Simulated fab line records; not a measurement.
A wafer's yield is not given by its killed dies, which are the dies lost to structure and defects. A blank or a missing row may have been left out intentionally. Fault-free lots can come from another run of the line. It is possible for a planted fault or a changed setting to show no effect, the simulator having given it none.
fab line records	flow sky130
record: lots: 6	wafers: 18	last-day: 50
route steps=708 shown PWDE@53 NWELL@56 PAD_OPEN@708
lots that met no fault: from a run of the same line without faults
start-h: hours from the record's first day to the start of the lot's first wafer shown	wait-h: how many hours have passed since the lot's step before this one	" identical to the entry in the row above	L1.1+2: several wafers, shown together as one row	- no value, or no start was given	* or withheld: withheld	< > ~ a bound
route shown NAME@n: NAME is a module with steps in the file, n the number in the route of the first one	usual: mean/standard deviation of fault-free wafers	same: alike in all rows	chamber/n: place in a boat	sites: per-site readings	_std_site: standard deviation of those values	_edge_site: mean of outer sites minus mean of inner sites	radius-mm: for every site, how far away it sits from the centre of the wafer	mask NAME#n: copy n	behind: the most recent tool/chamber to have shaped the wafer	hold: why the lot went on hold/how many hours it stayed there/how the hold came to an end	device: transistor that didn't switch, given as n, p or np	end of line: tests of these same wafers at the route's end	for a step that has no rows: nothing shown but its recipe	killed: at the first sort, the dies lost to defects and structure; wafer yield is something else	map: shows each die of a wafer: x if killed, . if not, _ if none is there
set.NAME: the setting as run; set.NAME@STEP: as run at that earlier step	model.NAME: the simulator's own value behind a step, which no gauge read
a table for each step, a row for each wafer; lots at some steps of the route
services: a tool's chamber out of use, with start hour (start-h, from the record's first day; less than 0 if before it), hours out, and reason
== steps ==
step: SKY_PWDE_IMPLANT_08
recipe: species: B	energy-kev: 150	dose-cm2: 3.6e+12	tilt-deg: withheld
step: SKY_PWDE_STRIP_09
recipe: chemistry: O2/N2	power-w: 1400	pressure-mtorr: 1500	platen-temp-c: withheld	o2-flow-sccm: 3000	n2-flow-sccm: 300	overash-fraction: 0.5
usual: drypump-motor-current-A: 5.8/0.42	oes-product-au: 0.722/0.005	strip-time-to-endpoint-s: 36.91/0.12
lot.wafer	tool	chamber	start-h	wait-h	drypump-motor-current-A	oes-product-au	rf-hours-counter-h	strip-time-to-endpoint-s
L337.1	plasma-asher-03	0	84.42	0.1	5.3	0.719	41	36.93
L337.3	"	1	"	"	5.5	0.729	-	36.84
L337.6	"	1	"	"	5.5	0.717	-	36.82
L341.2	plasma-asher-03	1	98.15	0.1	5.5	0.721	42	36.95
L341.4	"	1	"	"	5.5	0.725	-	36.90
L341.6	"	0	"	"	5.3	0.727	-	37.03
L353.1	plasma-asher-01	0	163.50	0.1	5.4	0.723	48	37.05
L353.2	"	1	"	"	6.1	0.730	48	37.00
L353.4	"	0	"	"	5.4	0.711	-	37.19
L354.2	plasma-asher-03	0	175.30	0.1	5.3	0.724	6	36.92
L354.4	"	0	"	"	5.3	0.724	-	36.83
L354.6	"	0	"	"	5.3	0.723	-	36.85
L357.3	plasma-asher-02	1	188.10	0.1	6.5	0.728	-	37.20
L357.5	"	0	"	"	6.0	0.720	-	37.17
L357.6	"	1	"	"	6.5	0.728	-	37.28
L359.1	plasma-asher-01	1	197.70	0.1	6.1	0.722	50	36.87
L359.4	"	1	"	"	6.1	0.726	-	37.00
L359.6	"	1	"	"	6.1	0.720	-	37.03
step: SKY_PWDE_TW_MEAS_10
usual: PWDE_TW: 375.2/2.8
lot.wafer	tool	chamber	start-h	wait-h	PWDE_TW
L337.1	film-metro-04	-	84.52	0.1	377.6
L337.3	"	-	"	"	375.2
L337.6	"	-	"	"	378.9
L341.2	film-metro-03	-	98.26	0.1	372.8
L341.4	"	-	"	"	374.2
L341.6	"	-	"	"	375.1
L353.1	film-metro-04	-	163.60	0.1	376.5
L353.2	"	-	"	"	380.3
L353.4	"	-	"	"	375.7
L354.2	film-metro-04	-	175.41	0.1	378.7
L354.4	"	-	"	"	377.6
L354.6	"	-	"	"	377.4
L357.3	film-metro-03	-	188.19	0.1	374.7
L357.5	"	-	"	"	372.8
L357.6	"	-	"	"	372.8
L359.1	film-metro-04	-	197.80	0.1	374.0
L359.4	"	-	"	"	378.0
L359.6	"	-	"	"	377.4
step: SKY_NWELL_DEHYDRATE_03
recipe: temp-c: 200	time-s: 60
step: SKY_NWELL_HMDS_04
recipe: prime-time-s: 60	prime-temp-c: 120
step: SKY_NWELL_COAT_05
recipe: spin-rpm: 2000	resist-thk-nm: 3000
step: SKY_NWELL_SOFTBAKE_06
recipe: temp-c: 110	time-s: withheld
step: SKY_NWELL_EXPOSE_07
recipe: mask-id: NWM	na: 0.6	source-shape: conventional	sigma-outer: 0.6	polarization: unpolarized	target-cd-nm: 840	dose-mj: 255
step: SKY_NWELL_PEB_08
recipe: temp-c: 115	time-s: withheld
step: SKY_NWELL_DEVELOP_09
recipe: wall-angle-deg: 90	developer: TMAH	develop-time-s: 60	dev-temp-c: 23
step: SKY_NWELL_OVL_MEAS_10
usual: NWELL_00_OVL: 0.6/1.4
lot.wafer	tool	chamber	start-h	wait-h	NWELL_00_OVL[nm]
L337.1	overlay-02	-	102.20	-	-1.4
L337.3	"	-	"	"	-1.9
L337.6	"	-	"	"	-1.4
L341.2	overlay-02	-	114.14	-	0.4
L341.4	"	-	"	"	1.3
L341.6	"	-	"	"	1.3
L353.1	overlay-01	-	185.00	-	-1.2
L353.2	"	-	"	"	-1.7
L353.4	"	-	"	"	-1.3
L354.2	overlay-02	-	197.50	-	0.5
L354.4	"	-	"	"	-0.8
L354.6	"	-	"	"	-0.2
L357.3	overlay-01	-	210.19	-	2.0
L357.5	"	-	"	"	1.0
L357.6	"	-	"	"	0.1
L359.1	overlay-01	-	220.65	-	0.3
L359.4	"	-	"	"	-0.4
L359.6	"	-	"	"	0.2
step: SKY_NWELL_IMPLANT_11
recipe: species: P	energy-kev: 400	dose-cm2: 1.9e+13	tilt-deg: withheld
step: SKY_NWELL_IMPLANT_12
recipe: species: P	energy-kev: 120	dose-cm2: 1.3e+12	tilt-deg: withheld
usual: dose-ions-cm2: 1.3001e+12/1.4e+09	faraday-current-uA: 7.34/0.15
lot.wafer	tool	chamber	start-h	wait-h	dose-ions-cm2	faraday-current-uA
L337.1	implanter-01	0	102.38	0.1	1.3011e+12	7.29
L337.3	"	0	"	"	1.3003e+12	7.12
L337.6	"	0	"	"	1.3012e+12	7.38
L341.2	implanter-03	0	114.34	0.1	1.3e+12	7.52
L341.4	"	0	"	"	1.3019e+12	7.32
L341.6	"	0	"	"	1.3019e+12	7.55
L353.1	implanter-03	0	185.18	0.1	2.1941e+12	12.70
L353.2	"	0	"	"	2.1953e+12	12.47
L353.4	"	0	"	"	2.1932e+12	12.35
L354.2	implanter-03	0	197.71	0.1	2.1933e+12	11.89
L354.4	"	0	"	"	2.1938e+12	12.07
L354.6	"	0	"	"	2.1937e+12	11.71
L357.3	implanter-04	0	210.42	0.1	1.2994e+12	7.11
L357.5	"	0	"	"	1.2997e+12	7.24
L357.6	"	0	"	"	1.3005e+12	7.47
L359.1	implanter-04	0	220.83	0.1	1.2982e+12	7.44
L359.4	"	0	"	"	1.3001e+12	7.54
L359.6	"	0	"	"	1.3008e+12	7.38
step: SKY_NWELL_IMPLANT_13
recipe: species: P	energy-kev: 50	dose-cm2: 7e+11	tilt-deg: withheld
step: SKY_NWELL_STRIP_14
recipe: chemistry: O2/N2	power-w: 1400	pressure-mtorr: 1500	platen-temp-c: withheld	o2-flow-sccm: 3000	n2-flow-sccm: 300	overash-fraction: 0.5
usual: drypump-motor-current-A: 5.7/0.44	oes-product-au: 0.722/0.0041	strip-time-to-endpoint-s: 36.91/0.1
lot.wafer	tool	chamber	start-h	wait-h	drypump-motor-current-A	oes-product-au	rf-hours-counter-h	strip-time-to-endpoint-s
L337.1	plasma-asher-01	1	102.68	0.1	6.1	0.726	42	36.88
L337.3	"	0	"	"	5.4	0.726	-	36.81
L337.6	"	1	"	"	6.1	0.725	-	36.86
L341.2	plasma-asher-01	1	114.62	0.1	6.1	0.720	44	36.87
L341.4	"	0	"	"	5.4	0.722	-	36.83
L341.6	"	1	"	"	6.1	0.726	-	36.80
L353.1	plasma-asher-03	1	185.48	0.1	5.5	0.722	7	37.03
L353.2	"	0	"	"	5.3	0.716	7	37.04
L353.4	"	0	"	"	5.3	0.725	-	36.95
L354.2	plasma-asher-04	1	197.98	0.1	6.3	0.728	39	36.91
L354.4	"	1	"	"	6.4	0.721	-	36.89
L354.6	"	1	"	"	6.4	0.724	-	36.95
L357.3	plasma-asher-01	1	210.70	0.1	6.1	0.720	-	37.02
L357.5	"	0	"	"	5.4	0.728	-	37.05
L357.6	"	1	"	"	6.1	0.712	-	37.01
L359.1	plasma-asher-04	1	221.13	0.1	6.4	0.716	42	37.05
L359.4	"	0	"	"	5.2	0.722	-	37.06
L359.6	"	0	"	"	5.2	0.726	-	37.12
step: SKY_NWELL_TW_MEAS_15
usual: NWELL_TW: 1829/14
lot.wafer	tool	chamber	start-h	wait-h	NWELL_TW
L337.1	film-metro-04	-	102.78	0.1	1840
L337.3	"	-	"	"	1835
L337.6	"	-	"	"	1838
L341.2	film-metro-03	-	114.73	0.1	1817
L341.4	"	-	"	"	1811
L341.6	"	-	"	"	1818
L353.1	film-metro-02	-	185.58	0.1	1862
L353.2	"	-	"	"	1862
L353.4	"	-	"	"	1851
L354.2	film-metro-04	-	198.09	0.1	1863
L354.4	"	-	"	"	1854
L354.6	"	-	"	"	1857
L357.3	film-metro-04	-	210.79	0.1	1839
L357.5	"	-	"	"	1833
L357.6	"	-	"	"	1836
L359.1	film-metro-03	-	221.23	0.1	1816
L359.4	"	-	"	"	1817
L359.6	"	-	"	"	1803
step: SKY_NWELL_DEHYDRATE_16
recipe: temp-c: 200	time-s: 60
step: SKY_NWELL_HMDS_17
recipe: prime-time-s: 60	prime-temp-c: 120
step: SKY_NWELL_COAT_18
recipe: spin-rpm: 2000	resist-thk-nm: 3000
step: SKY_NWELL_SOFTBAKE_19
recipe: temp-c: 110	time-s: withheld
step: SKY_NWELL_EXPOSE_20
recipe: mask-id: NWM_COMPLEMENT	na: 0.6	source-shape: conventional	sigma-outer: 0.6	polarization: unpolarized	target-cd-nm: 840	dose-mj: 260
step: SKY_NWELL_PEB_21
recipe: temp-c: 115	time-s: withheld
step: SKY_NWELL_DEVELOP_22
recipe: wall-angle-deg: 90	developer: TMAH	develop-time-s: 60	dev-temp-c: 23
step: SKY_NWELL_OVL_MEAS_23
usual: NWELL_01_OVL: 1.2/1.1
lot.wafer	tool	chamber	start-h	wait-h	NWELL_01_OVL[nm]
L337.1	overlay-02	-	119.36	-	0.0
L337.3	"	-	"	"	1.6
L337.6	"	-	"	"	1.7
L341.2	overlay-02	-	133.49	-	0.7
L341.4	"	-	"	"	-1.0
L341.6	"	-	"	"	-1.4
L353.1	overlay-01	-	207.76	-	0.8
L353.2	"	-	"	"	-0.2
L353.4	"	-	"	"	1.8
L354.2	overlay-01	-	221.00	-	1.5
L354.4	"	-	"	"	1.3
L354.6	"	-	"	"	-0.6
L357.3	overlay-02	-	234.48	-	-1.1
L357.5	"	-	"	"	0.8
L357.6	"	-	"	"	2.0
L359.1	overlay-01	-	245.50	-	-0.8
L359.4	"	-	"	"	0.9
L359.6	"	-	"	"	1.0
step: SKY_NWELL_IMPLANT_24
recipe: species: B	energy-kev: 140	dose-cm2: 9.082e+12	tilt-deg: withheld
step: SKY_NWELL_STRIP_25
recipe: chemistry: O2/N2	power-w: 1400	pressure-mtorr: 1500	platen-temp-c: withheld	o2-flow-sccm: 3000	n2-flow-sccm: 300	overash-fraction: 0.5
usual: drypump-motor-current-A: 5.7/0.42	oes-product-au: 0.722/0.0046	strip-time-to-endpoint-s: 36.94/0.09
lot.wafer	tool	chamber	start-h	wait-h	drypump-motor-current-A	oes-product-au	rf-hours-counter-h	strip-time-to-endpoint-s
L337.1	plasma-asher-03	1	119.55	0.1	5.5	0.715	0	36.91
L337.3	"	1	"	"	5.5	0.724	-	36.95
L337.6	"	0	"	"	5.3	0.724	-	36.87
L341.2	plasma-asher-04	0	133.67	0.1	5.1	0.726	33	36.81
L341.4	"	1	"	"	6.4	0.722	-	36.89
L341.6	"	0	"	"	5.1	0.722	-	36.82
L353.1	plasma-asher-01	1	207.95	0.1	6.1	0.717	52	36.90
L353.2	"	0	"	"	5.4	0.726	52	36.93
L353.4	"	1	"	"	6.1	0.720	-	36.82
L354.2	plasma-asher-04	1	221.23	0.2	6.3	0.718	42	36.89
L354.4	"	0	"	"	5.1	0.720	-	36.90
L354.6	"	0	"	"	5.1	0.722	-	36.83
L357.3	plasma-asher-01	0	234.68	0.1	5.4	0.725	-	36.98
L357.5	"	0	"	"	5.4	0.724	-	37.02
L357.6	"	1	"	"	6.1	0.713	-	36.84
L359.1	plasma-asher-01	1	245.68	0.1	6.1	0.717	55	37.01
L359.4	"	1	"	"	6.1	0.724	-	37.07
L359.6	"	0	"	"	5.4	0.725	-	37.04
step: SKY_NWELL_TW_MEAS_26
usual: NWELL_2_TW: 497/3.6
lot.wafer	tool	chamber	start-h	wait-h	NWELL_2_TW
L337.1	film-metro-02	-	119.65	0.1	497
L337.3	"	-	"	"	497
L337.6	"	-	"	"	497
L341.2	film-metro-04	-	133.78	0.1	497
L341.4	"	-	"	"	501
L341.6	"	-	"	"	500
L353.1	film-metro-02	-	208.05	0.1	504
L353.2	"	-	"	"	501
L353.4	"	-	"	"	501
L354.2	film-metro-04	-	221.34	0.1	501
L354.4	"	-	"	"	500
L354.6	"	-	"	"	500
L357.3	film-metro-04	-	234.77	0.1	500
L357.5	"	-	"	"	502
L357.6	"	-	"	"	504
L359.1	film-metro-03	-	245.78	0.1	496
L359.4	"	-	"	"	494
L359.6	"	-	"	"	498
step: SKY_NWELL_CLEAN_27
recipe: chemistry: SC1/SC2	mix: 1:4:20	temp-c: 70	time-s: 150	dry: n2-spin
step: SKY_NWELL_RTA_28
recipe: temp-c: 1050	time-s: 30	idle-temp-c: 650	ramp-up-c-per-s: 150	ramp-down-c-per-s: 90	ambient: N2
usual: lamp-power-pct: 25.31/0.052	wafer_temp_C_max: 1054.8/0.93
lot.wafer	tool	chamber	start-h	wait-h	lamp-power-pct	wafer_temp_C_max
L337.1	rtp-anneal-01	0	119.76	0.0	25.41	1053.6
L337.3	"	0	"	"	25.29	1055.4
L337.6	"	0	"	"	25.34	1054.4
L341.2	rtp-anneal-02	0	133.90	0.0	25.29	1054.8
L341.4	"	0	"	"	25.28	1054.9
L341.6	"	0	"	"	25.27	1054.6
L353.1	rtp-anneal-01	0	208.16	0.0	25.22	1055.9
L353.2	"	0	"	"	25.30	1053.7
L353.4	"	0	"	"	25.31	1055.9
L354.2	rtp-anneal-01	0	221.47	0.0	25.38	1055.0
L354.4	"	0	"	"	25.28	1054.7
L354.6	"	0	"	"	25.29	1054.2
L357.3	rtp-anneal-02	0	234.90	0.0	25.24	1055.3
L357.5	"	0	"	"	25.33	1052.7
L357.6	"	0	"	"	25.29	1053.8
L359.1	rtp-anneal-02	0	245.90	0.0	25.34	1055.8
L359.4	"	0	"	"	25.33	1055.9
L359.6	"	0	"	"	25.35	1054.3
step: SKY_NWELL_RS_MEAS_29
recipe: thk-meas-gauge: four-point-probe
usual: NWELL_RS: 625.4/1.4
lot.wafer	tool	chamber	start-h	wait-h	hold	NWELL_RS[ohm/sq]
L337.1	film-metro-04	-	119.86	0.1	-	627.4
L337.3	"	-	"	"	-	626.4
L337.6	"	-	"	"	-	626.8
L341.2	film-metro-03	-	134.00	0.1	-	625.8
L341.4	"	-	"	"	-	625.2
L341.6	"	-	"	"	-	625.3
L353.1	film-metro-04	-	208.26	0.1	await-dispo/0.2h/release	605.3
L353.2	"	-	"	"	await-dispo/0.2h/release	603.8
L353.4	"	-	"	"	await-dispo/0.2h/release	605.0
L353.1	film-metro-04	-	208.62	0.3	-	605.5
L353.2	"	-	"	"	-	604.0
L353.4	"	-	"	"	-	604.4
L354.2	film-metro-03	-	221.57	0.1	await-dispo/0.2h/release	603.0
L354.4	"	-	"	"	await-dispo/0.2h/release	603.3
L354.6	"	-	"	"	await-dispo/0.2h/release	603.7
L354.2	film-metro-03	-	221.93	0.3	-	601.9
L354.4	"	-	"	"	-	602.6
L354.6	"	-	"	"	-	602.5
L357.3	film-metro-03	-	235.00	0.1	-	624.8
L357.5	"	-	"	"	-	625.0
L357.6	"	-	"	"	-	626.4
L359.1	film-metro-02	-	246.00	0.1	-	626.6
L359.4	"	-	"	"	-	626.0
L359.6	"	-	"	"	-	625.7
step: SKY_PAD_OPEN_PROBE_99
usual: killed_at_M0_to_M3: 44/6.3	killed_at_M4_up: 3.1/1.8	killed-at-contacts: 25/5.1	killed-at-front-end: 15/4.1	killed-at-other: 0.3/0.71	killed-dies: 87/8.8	killed-open: 47/6.8	killed-short: 40/6.7
same: gross-dies: 492	killed-at-back-side: 0
lot.wafer	tool	chamber	start-h	wait-h	killed_at_M0_to_M3	killed_at_M4_up	killed-at-contacts	killed-at-front-end	killed-at-other	killed-dies	killed-open	killed-short	model.etest.pfet_16v.r-on-ohm-um	model.etest.pfet-g5v0d10v5.r-on-ohm-um	model.etest.nfet_16v.r-on-ohm-um	model.etest.tip-p.rs-ohm-sq	model.etest.tip_p_5v.rs-ohm-sq	model.etest.pfet_01v8.r-on-ohm-um	model.etest.pfet-g5v0d10v5.drive-ua-um	model.etest.pfet_01v8_lvt.drive-ua-um
L337.1	prober-02	-	1098.71	0.1	38	2	26	23	0	89	55	31	1.552e+04	4707	1.408e+04	6839	2857	2961	343.7	172.7
L337.3	prober-02	-	1098.81	0.2	40	3	25	17	0	85	39	43	1.479e+04	4850	1.407e+04	6887	2876	2921	334.8	170.9
L337.6	prober-02	-	1098.96	0.2	52	1	26	20	1	100	66	34	1.508e+04	4793	1.402e+04	6890	2869	2953	339.7	171.2
L341.2	prober-01	-	1113.75	0.1	45	4	22	11	0	82	46	36	1.514e+04	4634	1.392e+04	6874	2854	2944	348.8	174.4
L341.4	prober-01	-	1113.85	0.2	37	7	22	10	0	76	37	39	1.536e+04	4644	1.401e+04	6855	2862	2877	349.6	177.3
L341.6	prober-01	-	1113.95	0.2	54	3	24	18	0	99	59	40	1.522e+04	4626	1.39e+04	6907	2867	2924	349.1	173.4
L353.1	prober-01	-	1179.13	0.1	37	5	19	19	0	80	46	34	1.538e+04	5159	1.351e+04	7029	3028	3078	308.3	150.4
L353.2	prober-01	-	1179.18	0.1	50	2	30	16	0	98	51	47	1.589e+04	5168	1.365e+04	7105	3025	2943	308.3	152.3
L353.4	prober-01	-	1179.28	0.2	44	3	24	16	0	87	48	39	1.572e+04	5225	1.374e+04	7070	3016	2972	302.5	152.6
L354.2	prober-02	-	1186.10	0.1	37	0	24	20	0	81	38	43	1.629e+04	5066	1.376e+04	7109	3026	3046	316.4	149.7
L354.4	prober-02	-	1186.20	0.2	36	5	28	23	0	92	52	40	1.573e+04	5045	1.37e+04	7072	3024	3011	316	153.1
L354.6	prober-02	-	1186.30	0.2	42	1	28	14	2	87	51	35	1.585e+04	5128	1.365e+04	7097	3022	3039	309.4	149.7
L357.3	prober-01	-	1197.61	0.2	39	2	25	19	0	85	54	31	1.499e+04	4729	1.408e+04	6785	2846	2892	341.7	175.3
L357.5	prober-01	-	1197.71	0.2	45	4	25	15	3	92	48	42	1.503e+04	4784	1.414e+04	6782	2834	2947	339.2	172.9
L357.6	prober-01	-	1197.76	0.2	38	1	32	24	0	95	49	46	1.568e+04	4895	1.445e+04	6767	2867	2894	334.9	170.9
L359.1	prober-01	-	1202.74	0.1	46	4	17	13	0	80	43	37	1.564e+04	4739	1.393e+04	6919	2832	2798	340.6	176.8
L359.4	prober-01	-	1202.89	0.2	40	5	25	10	0	80	41	39	1.544e+04	4759	1.39e+04	6915	2839	2844	342.8	175.7
L359.6	prober-01	-	1202.99	0.2	49	4	16	15	0	84	47	37	1.551e+04	4679	1.385e+04	6924	2830	2829	348	177.2
killed by level:class
L337.1 VIA3:geometric-particle:open=10 LI_CONTACT:geometric-particle:open=9 CONTACT:geometric-particle:open=9 FIELD_ISO:geometric-particle:short=7 VIA1:geometric-particle:open=6 POLY_GATE:geometric-particle:open=5 METAL2:geometric-particle:short=4 VIA2:geometric-particle:open=4
L337.3 METAL2:geometric-particle:short=9 LI_CONTACT:geometric-particle:open=9 METAL1:geometric-particle:short=7 FIELD_ISO:geometric-particle:open=5 CONTACT:geometric-particle:short=5 CONTACT:geometric-particle:open=5 VIA1:geometric-particle:short=5 VIA1:geometric-particle:open=5
L337.6 VIA1:geometric-particle:open=17 VIA3:geometric-particle:open=12 FIELD_ISO:geometric-particle:open=8 CONTACT:geometric-particle:open=8 VIA2:geometric-particle:open=7 LI_CONTACT:geometric-particle:open=7 FIELD_ISO:geometric-particle:short=5 CONTACT:geometric-particle:short=5
L341.2 VIA1:geometric-particle:open=13 VIA3:geometric-particle:open=7 CONTACT:geometric-particle:short=6 CONTACT:geometric-particle:open=6 LI_CONTACT:geometric-particle:open=5 METAL2:geometric-particle:short=5 VIA1:geometric-particle:short=4 VIA2:geometric-particle:open=4
L341.4 CONTACT:geometric-particle:open=10 VIA1:geometric-particle:open=9 VIA3:geometric-particle:short=6 METAL2:geometric-particle:short=5 CONTACT:geometric-particle:short=4 METAL3:geometric-particle:short=4 METAL4:geometric-particle:short=4 FIELD_ISO:geometric-particle:open=3
L341.6 VIA1:geometric-particle:open=11 METAL2:geometric-particle:short=10 LI_CONTACT:geometric-particle:open=9 CONTACT:geometric-particle:open=9 VIA2:geometric-particle:open=8 VIA3:geometric-particle:open=8 CONTACT:geometric-particle:short=5 FIELD_ISO:geometric-particle:open=4
L353.1 VIA1:geometric-particle:open=12 CONTACT:geometric-particle:open=8 VIA1:geometric-particle:short=8 FIELD_ISO:geometric-particle:short=5 FIELD_ISO:geometric-particle:open=5 VIA3:geometric-particle:open=5 VIA2:geometric-particle:open=5 POLY_GATE:geometric-particle:open=4
L353.2 VIA1:geometric-particle:open=12 METAL1:geometric-particle:short=9 CONTACT:geometric-particle:open=8 FIELD_ISO:geometric-particle:open=7 VIA3:geometric-particle:open=7 CONTACT:geometric-particle:short=6 LI_CONTACT:geometric-particle:open=6 FIELD_ISO:geometric-particle:short=5
L353.4 VIA1:geometric-particle:open=9 LI_CONTACT:geometric-particle:open=8 CONTACT:geometric-particle:open=8 FIELD_ISO:geometric-particle:open=6 VIA2:geometric-particle:open=6 POLY_GATE:geometric-particle:short=5 METAL1:geometric-particle:short=5 VIA3:geometric-particle:open=5
L354.2 CONTACT:geometric-particle:open=8 POLY_GATE:geometric-particle:short=7 METAL2:geometric-particle:short=7 POLY_GATE:geometric-particle:open=6 LI_CONTACT:geometric-particle:short=6 VIA3:geometric-particle:open=5 VIA2:geometric-particle:open=5 LI_CONTACT:geometric-particle:open=4
L354.4 CONTACT:geometric-particle:open=13 POLY_GATE:geometric-particle:open=8 VIA1:geometric-particle:open=8 POLY_GATE:geometric-particle:short=7 LI_CONTACT:geometric-particle:open=7 VIA2:geometric-particle:open=5 VIA3:geometric-particle:short=4 METAL3:geometric-particle:short=4
L354.6 CONTACT:geometric-particle:open=13 LI_CONTACT:geometric-particle:open=9 VIA1:geometric-particle:open=9 VIA1:geometric-particle:short=6 VIA2:geometric-particle:open=6 VIA3:geometric-particle:open=5 METAL2:geometric-particle:short=5 FIELD_ISO:geometric-particle:short=4
L357.3 VIA1:geometric-particle:open=13 LI_CONTACT:geometric-particle:open=8 CONTACT:geometric-particle:short=6 VIA2:geometric-particle:open=6 VIA3:geometric-particle:open=6 FIELD_ISO:geometric-particle:short=5 CONTACT:geometric-particle:open=5 FIELD_ISO:geometric-particle:open=4
L357.5 VIA1:geometric-particle:open=15 CONTACT:geometric-particle:open=9 VIA2:geometric-particle:open=9 METAL1:geometric-particle:short=6 CONTACT:geometric-particle:short=6 FIELD_ISO:geometric-particle:open=5 LOCAL_INTERCONNECT:geometric-particle:short=5 POLY_GATE:geometric-particle:short=4
L357.6 LOCAL_INTERCONNECT:geometric-particle:short=13 VIA1:geometric-particle:open=11 FIELD_ISO:geometric-particle:short=7 POLY_GATE:geometric-particle:open=6 LI_CONTACT:geometric-particle:open=6 CONTACT:geometric-particle:open=6 FIELD_ISO:geometric-particle:open=5 CONTACT:geometric-particle:short=5
L359.1 VIA1:geometric-particle:open=10 CONTACT:geometric-particle:open=7 VIA3:geometric-particle:open=6 METAL1:geometric-particle:short=5 FIELD_ISO:geometric-particle:open=4 LI_CONTACT:geometric-particle:open=4 METAL2:geometric-particle:short=4 LOCAL_INTERCONNECT:geometric-particle:short=4
L359.4 VIA1:geometric-particle:open=10 CONTACT:geometric-particle:open=8 LI_CONTACT:geometric-particle:open=6 METAL3:geometric-particle:short=6 METAL1:geometric-particle:short=5 LOCAL_INTERCONNECT:geometric-particle:short=5 METAL4:geometric-particle:short=5 FIELD_ISO:geometric-particle:open=4
L359.6 VIA1:geometric-particle:open=14 VIA1:geometric-particle:short=8 VIA3:geometric-particle:open=8 METAL1:geometric-particle:short=7 POLY_GATE:geometric-particle:open=6 CONTACT:geometric-particle:open=5 VIA2:geometric-particle:open=4 POLY_GATE:geometric-particle:short=4
== services ==
tool	chamber	start-h	hours	kind
implanter-01	-	64.91	3.8	pm
implanter-01	-	68.70	3.8	pm
implanter-01	-	70.52	9.5	repair
implanter-04	-	79.01	0.6	repair
implanter-03	-	80.14	1.4	repair
plasma-asher-03	-	86.24	4.9	repair
plasma-asher-01	-	95.26	4.0	repair
implanter-04	-	97.62	1.9	repair
implanter-03	-	106.32	0.7	repair
rtp-anneal-02	-	107.06	3.5	pm
plasma-asher-03	-	108.75	9.0	pm
plasma-asher-03	0	108.75	9.0	vent-cycle
plasma-asher-03	1	108.75	9.0	vent-cycle
plasma-asher-03	0	117.75	-	clean
plasma-asher-03	1	117.75	-	clean
implanter-01	-	169.69	5.3	repair
plasma-asher-01	-	177.35	10.0	pm
implanter-03	-	188.27	3.2	repair
plasma-asher-02	-	197.57	2.1	repair
plasma-asher-03	-	202.30	2.8	pm
plasma-asher-03	-	205.62	3.6	repair
implanter-01	-	223.64	4.0	repair
== key ==
first-sign: step: SKY_NWELL_IMPLANT_12	reading: dose-ions-cm2	direction: up	sigmas: 99+	usual: *	struck: *
effect: step: SKY_NWELL_IMPLANT_12	reading: faraday-current-uA	direction: up	sigmas: 33	usual: 7.34	struck: 12.20
effect: step: SKY_NWELL_TW_MEAS_15	reading: NWELL_TW	direction: up	sigmas: 2.1	usual: 1829	struck: 1858
effect: step: SKY_NWELL_RS_MEAS_29	reading: visit	direction: added
effect: step: SKY_NWELL_RS_MEAS_29	reading: NWELL_RS	direction: down	sigmas: 15	usual: 625.4	struck: 604.0
model-effect: step: SKY_PAD_OPEN_PROBE_99	value: etest.pfet_16v.r-on-ohm-um	without: 1.533e+04	struck: 1.581e+04
met-at SKY_NWELL_IMPLANT_12
struck-wafers L353.1,L353.2,L353.4,L354.2,L354.4,L354.6
tester-left-out L353,L354
onset-between 114.34 185.18
fault: kind: process-parameter-drift	tool: implanter-03	chamber: -	onset-h: 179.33	steps: SKY_NWELL_IMPLANT_12	channel: dose-cm2	offset: *	shape: step	end-h: 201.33	acts-in: *	stated: *
tester-left-out: of these lots the tester's yield and bins aren't shown, on N5 and GAA mostly nor the transistor test; their killed dies are dies lost to structure and defects alone, not to doping, threshold or leakage, so they don't give the yield
